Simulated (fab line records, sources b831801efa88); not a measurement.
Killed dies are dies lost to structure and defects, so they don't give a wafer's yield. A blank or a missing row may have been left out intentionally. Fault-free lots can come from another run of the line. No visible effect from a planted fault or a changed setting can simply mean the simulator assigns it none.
Chamber matching || flow gf180mcu || 4 sister chambers for GF_STI_ETCH_14 on rie_si-02
The step etches Si in HBr/Cl2/O2, target depth 360 nm, time 102.9 s. 4 wafers are shown with their chamber, then 7 later ones without.

== WAFERS PAIRED WITH THEIR CHAMBERS ==
{"wafer": "L319.5", "chamber": 1, "oes_product_au (a.u.)": 1.000}
{"wafer": "L319.6", "chamber": 0, "oes_product_au (a.u.)": 1.003}
{"wafer": "L320.1", "chamber": 3, "oes_product_au (a.u.)": 0.999}
{"wafer": "L320.4", "chamber": 2, "oes_product_au (a.u.)": 1.017}

== WAFERS WITH NO CHAMBER GIVEN ==
{"wafer": "L320.6", "oes_product_au (a.u.)": 1.005}
{"wafer": "L330.2", "oes_product_au (a.u.)": 0.999}
{"wafer": "L330.4", "oes_product_au (a.u.)": 1.006}
{"wafer": "L330.5", "oes_product_au (a.u.)": 1.000}
{"wafer": "L334.4", "oes_product_au (a.u.)": 0.998}
{"wafer": "L334.5", "oes_product_au (a.u.)": 1.014}
{"wafer": "L334.6", "oes_product_au (a.u.)": 1.008}

== CHAMBER TAKEN BY EACH ==
{"wafer": "L320.6", "from the rows above": "can't be placed: 0 or 1 or 3", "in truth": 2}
{"wafer": "L330.2", "from the rows above": "can't be placed: 3 or 1 or 0", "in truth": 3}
{"wafer": "L330.4", "from the rows above": "can't be placed: 0 or 1 or 3", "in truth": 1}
{"wafer": "L330.5", "from the rows above": "can't be placed: 1 or 3 or 0", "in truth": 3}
{"wafer": "L334.4", "from the rows above": "can't be placed: 3 or 1 or 0", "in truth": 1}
{"wafer": "L334.5", "from the rows above": 2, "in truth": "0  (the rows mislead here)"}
{"wafer": "L334.6", "from the rows above": "can't be placed: 0 or 1 or 2 or 3", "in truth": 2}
0 of 7 placed correctly. Not placeable from these rows: 6 (in 5, the candidates include the true chamber). Wrongly placed: 1.
How it was worked out, from the rows above alone: a wafer's distance from a chamber is the root of the sum, over the readings, of the square of ((its reading less the chamber's mean) divided by the reading's scatter). The wafer belongs to the nearest chamber; if the next one is less than 2 further off, it can't be placed. Each chamber's mean is taken over the wafers shown for it. The scatter: root of mean squared gap, hidden wafer to nearest shown wafer, with one shown wafer a chamber.
